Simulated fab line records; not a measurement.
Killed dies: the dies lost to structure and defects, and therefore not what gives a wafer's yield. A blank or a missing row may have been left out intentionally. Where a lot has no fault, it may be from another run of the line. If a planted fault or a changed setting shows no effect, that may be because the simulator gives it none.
Which tool was responsible? | flow sky130 | 12 lots (36 wafers sampled), 1 step of a 708-step route

== WHAT THE GAUGES READ, wafer by wafer ==
SKY_FIELD_ISO_THK_MEAS_04.
lot  | measured    | on            | FIELD_ISO_CVD_03_THK (nm)
L075 | day 1 18:38 | film metro-03 | 165.9 166.9 166.6
L077 | day 2 04:38 | film metro-01 | 163.2 163.8 163.8
L079 | day 2 16:31 | film metro-01 | 162.2 162.2 163.5
L081 | day 3 01:19 | film metro-01 | 161.0 161.7 162.0
L083 | day 3 10:52 | film metro-03 | 164.0 163.0 162.3
L085 | day 3 21:16 | film metro-01 | 161.9 162.0 162.8
L087 | day 4 07:26 | film metro-01 | 164.6 163.0 163.0
L089 | day 4 18:00 | film metro-03 | 163.9 165.4 164.8
L091 | day 5 03:16 | film metro-04 | 165.3 166.2 164.0
L093 | day 5 13:35 | film metro-01 | 163.4 162.3 163.1
L095 | day 5 23:10 | film metro-04 | 165.9 167.8 167.3
L097 | day 6 12:44 | film metro-04 | 166.0 165.0 165.0

== TOOL THAT RAN EACH LOT (tool first, then ch and the chambers of the sampled wafers, then the start) ==
There is no process step in the record ahead of these readings.

== THE ANSWER, worked out from the rows above alone ==
Rule: usual is defined by the lots themselves. The widest of any qualifying gaps counts: lots, ordered by their means at a reading, are off when they make up no more than a third of the lots, leave a main group of 4 or more, and stand apart from it by 3 or more times the standard deviation of that group's means. The tables above print the reading to a certain number of digits; a main group whose means all agree to those digits is not used. A lot without any number at a reading at which 4 lots or more have one is off too. All remaining lots with rows at the step are treated as sound.
Across all readings shown, no lot is off: no conclusion can be drawn from this.

== WHAT THE SIMULATOR HAD PUT IN ==
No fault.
